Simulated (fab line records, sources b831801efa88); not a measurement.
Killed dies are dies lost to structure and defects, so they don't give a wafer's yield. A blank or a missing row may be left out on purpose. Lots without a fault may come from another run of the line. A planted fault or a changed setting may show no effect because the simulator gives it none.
fab line records | flow sky130
record lots=6 wafers=18 last_day=50
route steps=708 shown VIA1@482 METAL2@483 PAD_OPEN@708
lots that met no fault: from a run of the same line without faults
start_h: hours from the record's first day to the start of the lot's first wafer shown | wait_h: hours since the lot's step before | " the same as in the row above | L1.1+2: a row that stands for several wafers | - no value, or no start given | * or withheld: withheld | < > ~ a bound
route shown NAME@n: a module of which the file shows steps, and the number in the route of the first | usual: mean/standard deviation of fault-free wafers | same: alike in all rows | chamber/n: place in a boat | sites: the reading at each site | _std_site: their standard deviation | _edge_site: outer sites' mean less inner sites' | radius_mm: how far each site lies from the wafer's centre | mask NAME#n: copy n | behind: the tool/chamber that last shaped the wafer | hold: why the lot was held/for how many hours/how that ended | device: the transistor (n, p or np) that didn't switch | end of line: the same wafers' tests at the end of the route | a step without rows: its recipe alone | killed: dies lost to structure and defects at the first sort, not the wafer's yield | map: a wafer's dies, x killed, . not, _ none there
set.NAME: the setting as run; set.NAME@STEP: as run at that earlier step | model.NAME: the simulator's own value behind a step, which no gauge read
lots at some steps of the route; a table a step, a row a wafer
services: from which hour (start_h, from the record's first day; less than 0 if before it) a tool's chamber was out of use, for how many hours, and why
## steps
# step SKY_VIA1_CMP_24
# recipe stop_on=SiO2 t_overpolish_s=15 down_force_psi=3.5 platen_rpm=60 target_thk_nm=0 pad_velocity_m_s=0.94248
# usual motor_current_A=10.1/0.94 overpolish_run_s=15.001/0.01 time_to_endpoint_s=65.8/2.4
# columns lot.wafer tool chamber start_h wait_h motor_current_A overpolish_run_s time_to_endpoint_s
L369.2 cmp-01 3 792.93 0.0 10.3 14.998 62.9
L369.4 " 1 " " 11.7 14.997 66.5
L369.6 " 0 " " 9.6 15.008 67.1
L373.3 cmp-02 0 830.44 0.1 9.3 15.001 62.8
L373.1 " 2 " " 9.3 14.993 70.3
L373.5 " 3 " " 10.2 14.988 66.2
L374.2 cmp-02 3 833.22 0.0 9.4 15.009 64.8
L374.3 " 0 " " 9.5 14.981 63.5
L374.4 " 2 " " 9.1 15.002 71.9
L376.4 cmp-02 3 846.49 0.1 10.0 14.987 64.0
L376.6 " 2 " " 8.6 14.994 68.9
L376.5 " 3 " " 10.0 14.989 66.5
L389.2 cmp-01 1 945.50 0.0 11.6 14.991 65.9
L389.4 " 3 " " 10.2 15.004 63.1
L389.6 " 1 " " 11.8 15.007 63.4
L390.2 cmp-02 0 950.09 0.1 9.9 15.000 67.2
L390.1 " 1 " " 11.7 15.021 67.9
L390.5 " 0 " " 9.4 15.005 65.8
# step SKY_METAL2_SPUTTER_00
# recipe material=Ti target_thk_nm=15 power_w=3000 time_s=10 chamber_pressure_pa=0.4
# step SKY_METAL2_SPUTTER_01
# recipe material=TiN target_thk_nm=20 power_w=6500 time_s=16.7 chamber_pressure_pa=0.4
# usual throttle_valve_pct=30.0/1.1
# columns lot.wafer tool chamber start_h wait_h throttle_valve_pct
L369.2 pvd_sputter-03 - 793.26 0.0 30.3
L369.4 " - " " 29.0
L369.6 " - " " 31.0
L373.1 pvd_sputter-02 - 830.71 0.0 28.7
L373.3 " - " " 30.7
L373.5 " - " " 30.5
L374.2 pvd_sputter-04 - 833.54 0.0 28.8
L374.3 " - " " 29.3
L374.4 " - " " 32.2
L376.4 pvd_sputter-02 - 846.76 0.0 30.6
L376.5 " - " " 30.1
L376.6 " - " " 30.6
L389.2 pvd_sputter-04 - 945.82 0.0 30.3
L389.4 " - " " 28.8
L389.6 " - " " 29.4
L390.1 pvd_sputter-03 - 950.36 0.0 30.1
L390.2 " - " " 31.1
L390.5 " - " " 30.8
# step SKY_METAL2_SPUTTER_02
# recipe material=AlCu target_thk_nm=250 power_w=10600 time_s=13.3 chamber_pressure_pa=0.4
# usual throttle_valve_pct=29.9/1.1
# columns lot.wafer tool chamber start_h wait_h throttle_valve_pct
L369.2 pvd_sputter-03 - 793.28 0.0 30.0
L369.4 " - " " 28.9
L369.6 " - " " 30.9
L373.1 pvd_sputter-02 - 830.74 0.0 28.3
L373.3 " - " " 30.5
L373.5 " - " " 30.8
L374.2 pvd_sputter-04 - 833.57 0.0 28.5
L374.3 " - " " 29.2
L374.4 " - " " 32.1
L376.4 pvd_sputter-02 - 846.79 0.0 30.5
L376.5 " - " " 29.5
L376.6 " - " " 30.4
L389.2 pvd_sputter-04 - 945.85 0.0 30.4
L389.4 " - " " 28.7
L389.6 " - " " 29.1
L390.1 pvd_sputter-03 - 950.39 0.0 30.1
L390.2 " - " " 30.9
L390.5 " - " " 30.8
# step SKY_METAL2_SPUTTER_03
# recipe material=Ti target_thk_nm=5 power_w=3000 time_s=3.3 chamber_pressure_pa=0.4
# usual throttle_valve_pct=30.0/1.1
# columns lot.wafer tool chamber start_h wait_h throttle_valve_pct
L369.2 pvd_sputter-03 - 793.31 0.0 30.2
L369.4 " - " " 28.7
L369.6 " - " " 30.9
L373.1 pvd_sputter-02 - 830.76 0.0 28.2
L373.3 " - " " 30.5
L373.5 " - " " 30.7
L374.2 pvd_sputter-04 - 833.59 0.0 28.7
L374.3 " - " " 29.3
L374.4 " - " " 32.2
L376.4 pvd_sputter-02 - 846.81 0.0 30.8
L376.5 " - " " 29.8
L376.6 " - " " 30.4
L389.2 pvd_sputter-04 - 945.87 0.0 30.8
L389.4 " - " " 28.9
L389.6 " - " " 29.6
L390.1 pvd_sputter-03 - 950.41 0.0 29.9
L390.2 " - " " 30.9
L390.5 " - " " 30.7
# step SKY_METAL2_SPUTTER_04
# recipe material=TiN target_thk_nm=70 power_w=6500 time_s=58.3 chamber_pressure_pa=0.4
# usual throttle_valve_pct=29.9/1.1
# columns lot.wafer tool chamber start_h wait_h throttle_valve_pct
L369.2 pvd_sputter-03 - 793.32 0.0 29.9
L369.4 " - " " 28.9
L369.6 " - " " 30.8
L373.1 pvd_sputter-02 - 830.78 0.0 28.5
L373.3 " - " " 30.6
L373.5 " - " " 30.6
L374.2 pvd_sputter-04 - 833.61 0.0 28.5
L374.3 " - " " 29.3
L374.4 " - " " 32.2
L376.4 pvd_sputter-02 - 846.83 0.0 30.7
L376.5 " - " " 29.6
L376.6 " - " " 30.4
L389.2 pvd_sputter-04 - 945.89 0.0 30.7
L389.4 " - " " 28.5
L389.6 " - " " 29.2
L390.1 pvd_sputter-03 - 950.43 0.0 30.1
L390.2 " - " " 30.9
L390.5 " - " " 30.9
# step SKY_METAL2_RS_MEAS_05
# recipe thk_meas_gauge=four-point-probe reads=TiN_of_METAL2_SPUTTER_04+Ti_of_METAL2_SPUTTER_03+AlCu_of_METAL2_SPUTTER_02+TiN_of_METAL2_SPUTTER_01+Ti_of_METAL2_SPUTTER_00
# usual METAL2_ALCU_RS=0.1265/0.0015
# columns lot.wafer tool chamber start_h wait_h METAL2_ALCU_RS[ohm/sq]
L369.2 film_metro-03 - 793.39 0.0 0.1265
L369.4 " - " " 0.1274
L369.6 " - " " 0.1274
L373.1 film_metro-02 - 830.83 0.0 0.1262
L373.3 " - " " 0.1267
L373.5 " - " " 0.1256
L374.2 film_metro-02 - 833.68 0.0 0.1252
L374.3 " - " " 0.1254
L374.4 " - " " 0.1259
L376.4 film_metro-02 - 846.94 0.1 0.1248
L376.5 " - " " 0.1235
L376.6 " - " " 0.1253
L389.2 film_metro-03 - 945.96 0.0 0.1267
L389.4 " - " " 0.1283
L389.6 " - " " 0.1257
L390.1 film_metro-02 - 950.48 0.0 0.1253
L390.2 " - " " 0.1244
L390.5 " - " " 0.1243
# step SKY_METAL2_THK_MEAS_06
# recipe thk_meas_gauge=xrf reads=AlCu_of_METAL2_SPUTTER_02
# usual METAL2_ALCU_THK=249/3.5
# columns lot.wafer tool chamber start_h wait_h METAL2_ALCU_THK[nm]
L369.2 film_metro-03 - 793.50 0.1 250
L369.4 " - " " 248
L369.6 " - " " 250
L373.1 film_metro-02 - 830.95 0.1 247
L373.3 " - " " 247
L373.5 " - " " 250
L374.2 film_metro-02 - 833.79 0.1 249
L374.3 " - " " 247
L374.4 " - " " 249
L376.4 film_metro-02 - 847.03 0.1 253
L376.5 " - " " 256
L376.6 " - " " 253
L389.2 film_metro-03 - 946.07 0.1 250
L389.4 " - " " 248
L389.6 " - " " 252
L390.1 film_metro-02 - 950.60 0.1 251
L390.2 " - " " 252
L390.5 " - " " 250
# step SKY_METAL2_DEHYDRATE_07
# recipe temp_c=200 time_s=60
# step SKY_METAL2_HMDS_08
# recipe prime_time_s=60 prime_temp_c=120
# step SKY_METAL2_COAT_09
# recipe resist=BARC temp_c=withheld time_s=withheld spin_rpm=3000 resist_thk_nm=60
# step SKY_METAL2_COAT_10
# recipe resist=KrF-thick spin_rpm=3000 resist_thk_nm=450
# step SKY_METAL2_SOFTBAKE_11
# recipe temp_c=100 time_s=90 resist=KrF-thick
# usual run_length_s=119.26/0.15
# columns lot.wafer tool chamber start_h wait_h run_length_s
L369.2 litho_track-02 0 806 - 119.08
L369.4 " 0 " " 119.16
L369.6 " 0 " " 119.33
L373.1 litho_track-03 0 843 - 119.53
L373.3 " 0 " " 119.40
L373.5 " 0 " " 119.55
L374.2 litho_track-04 0 846 - 119.23
L374.3 " 0 " " 119.53
L374.4 " 0 " " 119.15
L376.4 litho_track-02 0 860 - 119.03
L376.5 " 0 " " 119.04
L376.6 " 0 " " 119.08
L389.2 litho_track-03 0 958 - 128.01
L389.4 " 0 " " 119.37
L389.6 " 0 " " 119.28
L390.1 litho_track-03 0 962 - 119.32
L390.2 " 0 " " 127.90
L390.5 " 0 963 - 127.92
# step SKY_METAL2_EXPOSE_12
# recipe mask_id=MM2 na=0.8 source_shape=annular sigma_inner=0.55 sigma_outer=0.85 target_cd_nm=140 dose_mj=28
# step SKY_PAD_OPEN_PROBE_99
# usual defect_limited_yield=82.4/1.9 killed_at_M0_to_M3=44/7.5 killed_at_M4_up=3.2/1.9 killed_at_contacts=23/4.7 killed_at_front_end=15/4.7 killed_at_other=0.4/0.66 killed_dies=87/9.3 killed_open=47/7.2 killed_short=39/6.5 sort_bin_3_pad_short=0.8/0.39 sort_bin_5_function=10.5/1.4 sort_bin_6_memory=6.3/1.2 sort_n_pass=405/9.3 sort_yield_pct=82.4/1.9
# same gross_dies=492 killed_at_back_side=0 sort_bin_4_leakage[%]=0 sort_bin_8_speed[%]=0
# columns lot.wafer tool chamber start_h wait_h defect_limited_yield[%] killed_at_M0_to_M3 killed_at_M4_up killed_at_contacts killed_at_front_end killed_at_other killed_dies killed_open killed_short sort_bin_3_pad_short[%] sort_bin_5_function[%] sort_bin_6_memory[%] sort_n_pass sort_yield_pct[%]
L369.2 prober-02 - 1074.95 0.1 85.6 26 4 25 16 0 71 43 28 0.6 7.1 6.7 421 85.6
L369.4 prober-02 - 1075.05 0.2 83.1 45 4 18 16 0 83 43 40 1.6 11.4 3.9 409 83.1
L369.6 prober-02 - 1075.15 0.2 84.1 43 3 17 15 0 78 34 44 1.0 10.6 4.3 414 84.1
L373.1 prober-02 - 1107.54 0.1 80.9 45 3 30 16 0 94 58 36 0.4 10.4 8.3 398 80.9
L373.3 prober-02 - 1107.64 0.2 81.7 28 6 32 24 0 90 38 52 1.4 8.1 8.7 402 81.7
L373.5 prober-02 - 1107.74 0.2 80.7 62 3 16 14 0 95 48 47 1.4 11.4 6.5 397 80.7
L374.2 prober-01 - 1109.33 0.1 82.7 39 3 23 20 0 85 42 42 0.6 9.3 7.3 407 82.7
L374.3 prober-01 - 1109.38 0.2 84.1 43 2 18 14 1 78 35 39 0.8 7.9 7.1 414 84.1
L374.4 prober-01 - 1109.43 0.2 79.7 59 1 22 18 0 100 66 31 0.2 12.8 7.3 392 79.7
L376.4 prober-01 - 1116.04 0.2 85.2 38 3 20 12 0 73 44 29 0.8 8.7 5.3 419 85.2
L376.5 prober-01 - 1116.09 0.2 84.1 49 4 13 12 0 78 33 45 0.8 7.9 7.1 414 84.1
L376.6 prober-01 - 1116.14 0.2 82.7 50 1 22 12 0 85 48 37 1.4 10.6 5.3 407 82.7
L389.2 prober-02 - 1190.00 0.1 83.7 45 1 25 9 0 80 42 37 1.2 8.9 6.1 412 83.7
L389.4 prober-02 - 1190.10 0.2 83.9 38 5 24 12 0 79 42 37 0.4 9.8 5.9 413 83.9
L389.6 prober-02 - 1190.20 0.2 82.9 44 1 24 15 0 84 48 36 0.8 11.4 4.9 408 82.9
L390.1 prober-01 - 1191.33 0.1 80.5 47 3 27 19 0 96 58 37 0.2 13.0 6.3 396 80.5
L390.2 prober-01 - 1191.38 0.1 81.7 57 4 19 9 1 90 49 41 1.0 11.2 6.1 402 81.7
L390.5 prober-01 - 1191.53 0.2 81.9 45 3 23 18 0 89 45 43 0.8 10.2 7.1 403 81.9
# killed by level:class
L369.2 LI_CONTACT:geometric_particle:open=13 CONTACT:geometric_particle:open=7 VIA1:geometric_particle:open=6 POLY_GATE:geometric_particle:short=5 VIA3:geometric_particle:open=5 FIELD_ISO:geometric_particle:open=4 METAL2:geometric_particle:short=4 FIELD_ISO:geometric_particle:short=3
L369.4 VIA2:geometric_particle:open=11 POLY_GATE:geometric_particle:short=8 LI_CONTACT:geometric_particle:open=7 CONTACT:geometric_particle:open=7 VIA1:geometric_particle:open=7 METAL1:geometric_particle:short=5 METAL2:geometric_particle:short=4 VIA3:geometric_particle:short=4
L369.6 VIA3:geometric_particle:open=8 LI_CONTACT:geometric_particle:open=6 VIA1:geometric_particle:short=6 VIA2:geometric_particle:open=6 VIA3:geometric_particle:short=6 POLY_GATE:geometric_particle:short=5 METAL1:geometric_particle:short=5 LI_CONTACT:geometric_particle:short=4
L373.1 CONTACT:geometric_particle:open=15 VIA1:geometric_particle:open=14 METAL2:geometric_particle:short=11 LI_CONTACT:geometric_particle:open=6 METAL1:geometric_particle:short=6 FIELD_ISO:geometric_particle:open=5 LOCAL_INTERCONNECT:geometric_particle:short=5 POLY_GATE:geometric_particle:short=4
L373.3 CONTACT:geometric_particle:open=9 FIELD_ISO:geometric_particle:short=7 LI_CONTACT:geometric_particle:open=7 FIELD_ISO:geometric_particle:open=6 METAL2:geometric_particle:short=6 POLY_GATE:geometric_particle:short=5 LI_CONTACT:geometric_particle:short=5 LOCAL_INTERCONNECT:geometric_particle:short=5
L373.5 VIA1:geometric_particle:open=13 METAL2:geometric_particle:short=11 VIA2:geometric_particle:open=10 VIA1:geometric_particle:short=8 VIA3:geometric_particle:open=7 CONTACT:geometric_particle:open=6 CONTACT:geometric_particle:short=5 METAL1:geometric_particle:short=5
L374.2 VIA1:geometric_particle:open=8 FIELD_ISO:geometric_particle:open=6 VIA1:geometric_particle:short=6 CONTACT:geometric_particle:open=6 VIA3:geometric_particle:open=6 POLY_GATE:geometric_particle:short=5 LI_CONTACT:geometric_particle:short=5 LI_CONTACT:geometric_particle:open=5
L374.3 VIA3:geometric_particle:open=9 FIELD_ISO:geometric_particle:short=6 VIA1:geometric_particle:open=6 METAL1:geometric_particle:short=6 CONTACT:geometric_particle:short=5 METAL2:geometric_particle:short=5 CONTACT:geometric_particle:open=4 VIA2:geometric_particle:open=4
L374.4 VIA1:geometric_particle:open=19 CONTACT:geometric_particle:open=9 VIA1:geometric_particle:short=9 VIA3:geometric_particle:open=9 VIA2:geometric_particle:open=8 LI_CONTACT:geometric_particle:open=6 FIELD_ISO:geometric_particle:open=5 POLY_GATE:geometric_particle:open=5
L376.4 VIA1:geometric_particle:open=11 VIA2:geometric_particle:open=8 LI_CONTACT:geometric_particle:open=6 CONTACT:geometric_particle:open=6 FIELD_ISO:geometric_particle:open=5 VIA2:geometric_particle:short=4 SPACER:geometric_particle:short=3 LI_CONTACT:geometric_particle:short=3
L376.5 VIA1:geometric_particle:open=14 METAL2:geometric_particle:short=8 METAL1:geometric_particle:short=7 VIA2:geometric_particle:open=7 LOCAL_INTERCONNECT:geometric_particle:short=5 VIA1:geometric_particle:short=5 METAL4:geometric_particle:short=4 LI_CONTACT:geometric_particle:open=4
L376.6 VIA1:geometric_particle:open=13 CONTACT:geometric_particle:open=10 VIA2:geometric_particle:open=9 METAL2:geometric_particle:short=6 CONTACT:geometric_particle:short=5 METAL1:geometric_particle:short=4 METAL1:geometric_particle:open=4 VIA1:geometric_particle:short=4
L389.2 VIA1:geometric_particle:open=11 CONTACT:geometric_particle:open=9 METAL2:geometric_particle:short=8 VIA2:geometric_particle:open=7 LOCAL_INTERCONNECT:geometric_particle:short=5 VIA1:geometric_particle:short=5 CONTACT:geometric_particle:short=5 LI_CONTACT:geometric_particle:open=4
L389.4 VIA3:geometric_particle:open=9 CONTACT:geometric_particle:open=7 METAL2:geometric_particle:short=7 LOCAL_INTERCONNECT:geometric_particle:short=6 LI_CONTACT:geometric_particle:open=4 CONTACT:geometric_particle:short=4 VIA2:geometric_particle:short=4 METAL4:geometric_particle:short=4
L389.6 CONTACT:geometric_particle:open=12 VIA3:geometric_particle:open=9 VIA2:geometric_particle:open=7 LI_CONTACT:geometric_particle:open=6 VIA1:geometric_particle:short=5 FIELD_ISO:geometric_particle:short=4 POLY_GATE:geometric_particle:short=4 METAL1:geometric_particle:short=4
L390.1 CONTACT:geometric_particle:open=13 VIA3:geometric_particle:open=9 VIA2:geometric_particle:open=7 VIA1:geometric_particle:open=7 METAL1:geometric_particle:short=6 FIELD_ISO:geometric_particle:short=5 POLY_GATE:geometric_particle:open=4 SPACER:geometric_particle:short=4
L390.2 VIA1:geometric_particle:open=13 METAL1:geometric_particle:short=10 VIA3:geometric_particle:open=7 LI_CONTACT:geometric_particle:open=6 METAL2:geometric_particle:short=5 VIA2:geometric_particle:open=5 LI_CONTACT:geometric_particle:short=4 CONTACT:geometric_particle:short=4
L390.5 LI_CONTACT:geometric_particle:open=9 VIA1:geometric_particle:open=9 CONTACT:geometric_particle:open=7 METAL1:geometric_particle:short=5 VIA1:geometric_particle:short=5 METAL2:geometric_particle:short=5 FIELD_ISO:geometric_particle:open=4 VIA2:geometric_particle:short=4
## services
# columns tool chamber start_h hours kind
cmp-02 - 793.30 0.3 repair
pvd_sputter-04 - 803.92 2.6 repair
cmp-01 - 819.73 0.9 repair
cmp-02 - 822.34 0.8 repair
pvd_sputter-03 - 825.67 2.4 repair
cmp-01 - 831.29 63.6 repair
cmp-01 - 841.77 2.3 repair
pvd_sputter-04 - 847.47 0.7 repair
pvd_sputter-03 - 873.19 15.0 repair
cmp-01 - 894.84 5.2 pm
cmp-02 - 900.07 5.6 pm
cmp-01 - 912.00 4.0 pm
cmp-01 - 916.00 - consumable_replace:conditioner
cmp-01 - 916.00 - consumable_replace:pad
pvd_sputter-04 - 916.36 3.7 repair
cmp-02 - 925.84 8.8 pm
pvd_sputter-03 - 926.00 1.3 repair
cmp-02 - 955.57 12.2 pm
## key
first_sign step=SKY_METAL2_SOFTBAKE_11 reading=run_length_s direction=up sigmas=57 usual=* struck=*
effect none on later readings
met_at SKY_METAL2_SOFTBAKE_11
struck_wafers L389.2,L390.2,L390.5
onset_between 843 958
fault kind=process_parameter_drift tool=litho_track-03 chamber=- onset_h=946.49 steps=SKY_METAL2_SOFTBAKE_11 channel=time_s offset=* shape=step end_h=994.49 scope=struck_wafers_only acts_in=* stated=*
